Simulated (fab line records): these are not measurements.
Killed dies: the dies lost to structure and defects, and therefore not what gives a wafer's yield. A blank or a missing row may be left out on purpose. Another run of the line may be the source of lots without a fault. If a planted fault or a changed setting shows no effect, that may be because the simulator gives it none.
fab line records	flow sfqLine
record: lots: 6	wafers: 18	lastDay: 94
route steps=325 shown M7@292 I7@296
lots that met no fault: from a run of the same line without faults
startH: hours from the record's first day to the start of the lot's first wafer shown	waitH: hours from the lot's prior step to this one	" repeats the value in the row above	L1.1+2: one row covering several wafers at once	- no value, or no start given	* or withheld: withheld	< > ~ a bound
route shown NAME@n: names a module that has steps shown in the file, with the first one's number in the route	usual: mean/standard deviation taken from wafers without a fault	same: alike in all rows	chamber/n: place in a boat	sites: readings site by site	_std_site: the standard deviation of these	_edge_site: mean of outer sites minus mean of inner sites	radiusMm: for every site, how far away it sits from the centre of the wafer	mask NAME#n: copy n	behind: the most recent tool/chamber to have shaped the wafer	hold: the reason the lot was held/the length of the hold in hours/how it ended	device: the n, p or np transistor that did not switch	end of line: at the end of the route, the tests of the same wafers	a step with no rows: only its recipe	killed: not the wafer's yield, but the dies lost to structure and defects at the first sort	map: a wafer's dies, marking killed ones x, the rest . and places with no die _
set.NAME: the setting that was run; set.NAME@STEP: the one run at that earlier step	model.NAME: the simulator's own value behind a step, which no gauge read
a table for each step, a row for each wafer; lots at some steps of the route
services: from which hour (startH, from the record's first day; less than 0 if before it) a tool's chamber was out of use, for how many hours, and why
== steps ==
step: SFQ_TRILAYER_M7_BARC_OPEN_METAL_ETCH_229
recipe: maskMaterial: PR	chemistry: O2	targetDepthNm: 125	target: BARC	icpW: 600	biasW: 80	pressureMtorr: 10	timeS: 41.7
usual: drypumpMotorCurrentA: 5.8/0.57	oesProductAu: 0.685/0.0049
lot.wafer	tool	chamber	startH	waitH	drypumpMotorCurrentA	oesProductAu	rfHoursCounterH
L546.1	rieMetal-01	1	1941.10	0.0	5.6	0.683	102
L546.5	"	0	"	"	5.0	0.674	-
L546.6	"	1	"	"	5.6	0.682	-
L555.1	rieMetal-03	0	1979.79	0.0	5.0	0.680	129
L555.3	"	0	"	"	5.1	0.679	-
L555.6	"	1	"	"	6.5	0.688	-
L556.3	rieMetal-02	0	1984.49	0.0	6.3	0.692	-
L556.4	"	1	"	"	5.8	0.685	-
L556.5	"	0	"	"	6.3	0.685	-
L558.3	rieMetal-01	0	1991.69	0.0	5.0	0.685	-
L558.4	"	1	"	"	5.6	0.675	-
L558.5	"	0	"	"	5.0	0.686	-
L560.1	rieMetal-02	0	2081.04	0.0	6.3	0.690	4
L560.4	"	1	"	"	5.9	0.688	-
L560.6	"	0	"	"	6.3	0.689	-
L562.4	rieMetal-02	0	2089.01	0.0	6.3	0.683	-
L562.5	"	0	"	"	6.3	0.688	-
L562.6	"	1	"	"	5.9	0.687	-
step: SFQ_TRILAYER_M7_ETCH_METAL_ETCH_180
recipe: target: Nb	stopOn: SiO2	maskMaterial: PR	chemistry: Cl2/Ar	targetDepthNm: 240	icpW: 600	biasW: 80	pressureMtorr: 10	timeS: 120
step: SFQ_TRILAYER_M7_STRIP_STRIP_181
recipe: gas: O2	powerW: 200	platenTempC: 40	overashFraction: 0.65	chemistry: O2	pressureMtorr: 50
usual: drypumpMotorCurrentA: 5.8/0.58	oesProductAu: 0.997/0.012
same: overashFraction: 0.65
lot.wafer	tool	chamber	startH	waitH	drypumpMotorCurrentA	oesProductAu	rfHoursCounterH
L546.1	rieMetal-01	1	1941.29	0.1	5.6	1.009	102
L546.5	"	0	"	"	5.0	0.988	-
L546.6	"	1	"	"	5.6	1.004	-
L555.1	rieMetal-03	0	1979.98	0.1	5.0	0.995	129
L555.3	"	0	"	"	5.1	0.993	-
L555.6	"	1	"	"	6.5	1.012	-
L556.3	rieMetal-02	0	1984.85	0.2	6.3	0.993	-
L556.4	"	1	"	"	5.9	1.008	-
L556.5	"	0	"	"	6.3	1.001	-
L558.3	rieMetal-01	0	1992.05	0.2	5.0	0.970	-
L558.4	"	1	"	"	5.6	1.017	-
L558.5	"	0	"	"	5.0	0.983	-
L560.1	rieMetal-02	0	2081.23	0.1	6.3	0.989	4
L560.4	"	1	"	"	5.9	1.017	-
L560.6	"	0	"	"	6.3	0.976	-
L562.4	rieMetal-02	0	2089.38	0.2	6.3	0.988	-
L562.5	"	0	"	"	6.3	0.992	-
L562.6	"	1	"	"	5.9	1.016	-
step: SFQ_TRILAYER_M7_STRIP_SOLV_CLEAN_182
recipe: chemistry: NMP	tempC: 70	timeS: 600
step: SFQ_TRILAYER_I7_DEP_PECVD_183
recipe: material: SiO2	tempC: 150	timeS: 111.11	pressureTorr: 2.4	rfW: 183.3	precursor: SiH4/N2O	targetThkNm: 500
usual: heaterPowerW: 85/15	throttleValvePct: 24.5/1.5
lot.wafer	tool	chamber	startH	waitH	heaterPowerW	throttleValvePct
L546.1	pecvd-01	0	1942.10	0.0	93	21.7
L546.5	"	0	"	"	97	22.1
L546.6	"	1	"	"	84	23.3
L555.1	pecvd-04	2	1980.75	0.0	105	24.3
L555.3	"	1	"	"	73	26.4
L555.6	"	0	"	"	63	24.8
L556.3	pecvd-01	2	1985.44	0.0	68	23.7
L556.4	"	0	"	"	93	22.0
L556.5	"	2	"	"	70	23.7
L558.3	pecvd-01	2	1992.63	0.0	73	23.8
L558.4	"	2	"	"	59	23.7
L558.5	"	1	"	"	77	23.7
L560.1	pecvd-04	1	2082.00	0.0	77	26.2
L560.4	"	1	"	"	62	26.5
L560.6	"	2	"	"	106	24.0
L562.4	pecvd-04	1	2089.99	0.0	76	26.6
L562.5	"	0	"	"	57	25.1
L562.6	"	2	"	"	109	24.1
step: SFQ_TRILAYER_I7_CMP_CMP_184
recipe: material: SiO2	downForcePsi: 3	platenRpm: 60	padVelocityMS: 0.94248
usual: motorCurrentA: 10.1/0.73	timeToEndpointS: 207/9.4
lot.wafer	tool	chamber	startH	waitH	motorCurrentA	timeToEndpointS
L546.1	cmp-01	0	1942.17	0.0	11.1	218
L546.6	"	0	1944.17	2.0	10.9	226
L546.5	"	1	"	"	9.9	208
L555.3	cmp-01	0	1983.18	2.4	10.4	222
L555.1	"	1	"	"	9.9	207
L555.6	"	0	1985.18	4.3	11.3	217
L556.4	cmp-01	2	1986.18	0.7	10.3	220
L556.3	"	0	1987.18	1.7	11.1	238
L556.5	"	1	"	"	9.1	221
L558.3	cmp-02	1	1992.71	0.0	9.8	201
L558.4	"	3	1993.71	1.0	10.4	204
L558.5	"	1	1994.71	2.0	9.7	202
L560.4	cmp-01	0	2082.58	0.5	11.6	224
L560.1	"	1	"	"	9.9	213
L560.6	"	3	2084.08	2.0	9.5	212
L562.4	cmp-02	1	2090.53	0.5	9.3	200
L562.6	"	0	2092.03	2.0	10.9	193
L562.5	"	1	"	"	9.4	206
step: SFQ_I7_BOW_MEAS_946
recipe: mode: bow
usual: I7_BOW: 8/11
lot.wafer	tool	chamber	startH	waitH	I7_BOW[um]
L546.1	filmMetro-03	-	1945.17	2.5	2
L546.5	"	-	"	"	5
L546.6	"	-	"	"	13
L555.1	filmMetro-04	-	1985.68	1.5	20
L555.3	"	-	"	"	26
L555.6	"	-	"	"	19
L556.3	filmMetro-03	-	1988.72	1.0	-11
L556.4	"	-	"	"	5
L556.5	"	-	"	"	-14
L558.3	filmMetro-02	-	1995.75	2.5	28
L558.4	"	-	"	"	10
L558.5	"	-	"	"	17
L560.1	filmMetro-02	-	2085.08	1.5	15
L560.4	"	-	"	"	20
L560.6	"	-	"	"	14
L562.4	filmMetro-03	-	2093.09	2.1	3
L562.5	"	-	"	"	-3
L562.6	"	-	"	"	-9
step: SFQ_TRILAYER_I7_METRO_MEASURE_185
usual: thkNm: 198.7/1.5
lot.wafer	tool	chamber	startH	waitH	thkNm
L546.1	filmMetro-03	-	1945.29	0.1	201.4
L546.5	"	-	"	"	200.0
L546.6	"	-	"	"	201.6
L555.1	filmMetro-04	-	1985.80	0.1	199.3
L555.3	"	-	"	"	199.5
L555.6	"	-	"	"	200.2
L556.3	filmMetro-03	-	1989.20	0.5	201.0
L556.4	"	-	"	"	200.4
L556.5	"	-	"	"	199.6
L558.3	filmMetro-02	-	1996.23	0.5	198.5
L558.4	"	-	"	"	197.3
L558.5	"	-	"	"	198.6
L560.1	filmMetro-02	-	2085.20	0.1	199.4
L560.4	"	-	"	"	202.2
L560.6	"	-	"	"	199.6
L562.4	filmMetro-03	-	2093.75	0.6	199.3
L562.5	"	-	"	"	197.9
L562.6	"	-	"	"	196.4
step: SFQ_TRILAYER_I7_VIA_LITHO_COAT_192
recipe: resist: BARC	spinRpm: 3000	resistThkNm: 62
step: SFQ_TRILAYER_I7_VIA_LITHO_COAT_187
recipe: resist: KrF	spinRpm: 3000	resistThkNm: 650
step: SFQ_TRILAYER_I7_VIA_LITHO_SOFTBAKE_191
recipe: tempC: withheld	timeS: withheld	resist: KrF
step: SFQ_TRILAYER_I7_VIA_LITHO_EXPOSE_188
recipe: maskId: I7	na: 0.6	sourceShape: conventional	sigmaOuter: 0.65	targetCdNm: 1000	doseMj: 21.3
step: SFQ_TRILAYER_I7_VIA_LITHO_PEB_190
recipe: pebTempC: 115	pebTimeS: 60	resist: KrF
usual: heaterPowerTotalW: 79.15/0.071	plateTempC: 115.01/0.13
lot.wafer	tool	chamber	startH	waitH	heaterPowerTotalW	plateTempC
L546.1	lithoTrack-01	0	1948.44	1.0	79.12	114.82
L546.5	"	0	"	"	79.11	114.97
L546.6	"	0	"	"	79.10	114.64
L555.1	lithoTrack-02	0	2095.86	1.0	80.05	115.80
L555.3	"	0	"	"	79.86	116.17
L555.6	"	0	"	"	80.02	115.93
L556.3	lithoTrack-02	0	2098.31	0.7	79.81	115.79
L556.4	"	0	"	"	80.03	115.85
L556.5	"	0	"	"	80.09	115.87
L558.3	lithoTrack-01	0	2104.31	0.7	79.15	114.96
L558.4	"	0	"	"	79.17	115.11
L558.5	"	0	"	"	79.16	115.18
L560.1	lithoTrack-02	0	2167.48	1.0	79.28	114.83
L560.4	"	0	"	"	79.20	114.94
L560.6	"	0	"	"	78.98	114.97
L562.4	lithoTrack-02	0	2174.75	0.5	79.08	114.93
L562.5	"	0	"	"	79.17	115.12
L562.6	"	0	"	"	79.13	115.14
step: SFQ_TRILAYER_I7_VIA_LITHO_DEVELOP_189
recipe: timeS: 60	resist: KrF
step: SFQ_I7_OVL_MEAS_947
usual: I7_OVL: -1/6.3
lot.wafer	tool	chamber	startH	waitH	I7_OVL[nm]
L546.1	overlay-01	-	1948.74	0.1	-6
L546.5	"	-	"	"	10
L546.6	"	-	"	"	5
L555.1	overlay-02	-	2096.16	0.1	1
L555.3	"	-	"	"	-5
L555.6	"	-	"	"	-3
L556.3	overlay-01	-	2098.57	0.1	13
L556.4	"	-	"	"	13
L556.5	"	-	"	"	14
L558.3	overlay-02	-	2104.57	0.1	-6
L558.4	"	-	"	"	2
L558.5	"	-	"	"	-7
L560.1	overlay-01	-	2167.78	0.1	-8
L560.4	"	-	"	"	0
L560.6	"	-	"	"	-9
L562.4	overlay-02	-	2174.99	0.1	10
L562.5	"	-	"	"	4
L562.6	"	-	"	"	7
step: SFQ_TRILAYER_I7_VIA_BARC_OPEN_VIA_ETCH_260
recipe: maskMaterial: PR	chemistry: O2	targetDepthNm: 125	target: BARC	sourceW: 500	biasW: 80	pressureMtorr: 30	timeS: 41.7
usual: drypumpMotorCurrentA: 5.7/0.36	oesProductAu: 0.685/0.0045
lot.wafer	tool	chamber	startH	waitH	drypumpMotorCurrentA	oesProductAu	rfHoursCounterH	model.I7.cdNm
L546.1	rieDiel-04	0	1948.78	0.0	5.0	0.692	14	1000
L546.5	"	0	"	"	5.0	0.681	-	1001
L546.6	"	2	"	"	5.5	0.686	-	1001
L555.1	rieDiel-02	3	2096.19	0.0	5.9	0.681	0	1015
L555.3	"	0	"	"	5.6	0.683	5	1017
L555.6	"	3	"	"	5.8	0.680	-	1014
L556.3	rieDiel-03	3	2098.59	0.0	5.0	0.686	17	1018
L556.4	"	1	"	"	5.8	0.673	2	1017
L556.5	"	0	"	"	6.2	0.679	-	1018
L558.3	rieDiel-04	2	2104.59	0.0	5.5	0.689	2	1004
L558.4	"	3	"	"	6.2	0.689	18	1002
L558.5	"	3	"	"	6.3	0.679	-	1002
L560.1	rieDiel-03	0	2167.81	0.0	6.2	0.682	3	999.8
L560.4	"	1	"	"	5.8	0.690	3	1001
L560.6	"	1	"	"	5.8	0.683	-	1001
L562.4	rieDiel-02	1	2175.01	0.0	6.1	0.694	3	1000
L562.5	"	2	"	"	5.9	0.680	-	1000
L562.6	"	3	"	"	5.9	0.684	-	997.1
step: SFQ_TRILAYER_I7_VIA_ETCH_VIA_ETCH_190
recipe: target: SiO2	stopOn: Nb	maskMaterial: PR	taperDeg: 20	chemistry: CHF3	targetDepthNm: 260	sourceW: 500	biasW: 80	pressureMtorr: 30	timeS: withheld
usual: drypumpMotorCurrentA: 5.8/0.37	oesProductAu: 0.851/0.006
lot.wafer	tool	chamber	startH	waitH	drypumpMotorCurrentA	oesProductAu	model.I7.cdNm
L546.1	rieDiel-04	0	1948.82	0.0	5.0	0.851	1000
L546.5	"	0	"	"	5.0	0.850	1001
L546.6	"	2	"	"	5.5	0.857	1002
L555.1	rieDiel-02	3	2096.23	0.0	5.9	0.855	1016
L555.3	"	0	"	"	5.5	0.852	1018
L555.6	"	3	"	"	5.9	0.865	1015
L556.3	rieDiel-03	3	2098.63	0.0	5.0	0.857	1017
L556.4	"	1	"	"	5.8	0.850	1016
L556.5	"	0	"	"	6.2	0.851	1018
L558.3	rieDiel-04	2	2104.63	0.0	5.5	0.850	1005
L558.4	"	3	"	"	6.3	0.840	999.7
L558.5	"	3	"	"	6.3	0.844	1001
L560.1	rieDiel-03	0	2167.85	0.0	6.2	0.856	999.8
L560.4	"	1	"	"	5.8	0.861	998.8
L560.6	"	1	"	"	5.8	0.859	998.9
L562.4	rieDiel-02	1	2175.05	0.0	6.1	0.856	1002
L562.5	"	2	"	"	5.8	0.841	999.9
L562.6	"	3	"	"	5.8	0.842	999.9
step: SFQ_TRILAYER_I7_VIA_STRIP_STRIP_191
recipe: gas: O2	powerW: 200	platenTempC: 40	overashFraction: 0.65	chemistry: O2	pressureMtorr: 50
== services ==
tool	chamber	startH	hours	kind
rieMetal-01	-	1920.28	2.8	pm
rieDiel-03	3	1934.43	4.4	repair
rieDiel-04	1	1936.58	23.3	repair
rieDiel-04	2	1937.53	2.8	repair
rieDiel-03	2	1943.65	10.5	repair
cmp-01	-	1973.58	5.0	pm
rieDiel-03	2	1973.77	8.7	repair
rieDiel-03	1	1982.25	7.2	repair
rieDiel-04	-	1984.17	0.6	repair
rieMetal-01	-	2001.31	1.2	repair
cmp-01	-	2010.41	1.3	repair
rieDiel-02	3	2016.31	9.9	repair
rieDiel-04	1	2017.57	12.4	repair
rieDiel-04	2	2024.38	33.8	repair
cmp-01	-	2027.08	0.6	repair
rieDiel-02	0	2042.44	10.5	repair
rieDiel-04	-	2064.58	2.8	pm
rieDiel-02	0	2074.59	6.3	repair
cmp-01	-	2075.97	5.8	pm
rieMetal-02	-	2103.61	1.0	repair
cmp-01	-	2105.02	0.3	repair
rieDiel-04	0	2109.90	3.9	repair
rieDiel-02	-	2111.94	1.3	repair
rieMetal-02	-	2140.88	14.6	pm
== key ==
firstSign: step: SFQ_TRILAYER_I7_VIA_LITHO_PEB_190	reading: heaterPowerTotalW	direction: up	sigmas: 12	usual: 79.15	struck: 79.98
effect: step: SFQ_TRILAYER_I7_VIA_LITHO_PEB_190	reading: plateTempC	direction: up	sigmas: 6.8	usual: *	struck: *
modelEffect: step: SFQ_TRILAYER_I7_VIA_BARC_OPEN_VIA_ETCH_260	value: I7.cdNm	without: 999.8	struck: 1016
modelEffect: step: SFQ_TRILAYER_I7_VIA_ETCH_VIA_ETCH_190	value: I7.cdNm	without: 1000	struck: 1017
metAt SFQ_TRILAYER_I7_VIA_LITHO_PEB_190
struckWafers L555.1,L555.3,L555.6,L556.3,L556.4,L556.5
fault: kind: processParameterDrift	tool: lithoTrack-02	chamber: -	onsetH: 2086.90	steps: SFQ_TRILAYER_I7_VIA_LITHO_PEB_190	channel: pebTempC	offset: *	shape: step	endH: 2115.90	actsIn: *	stated: *
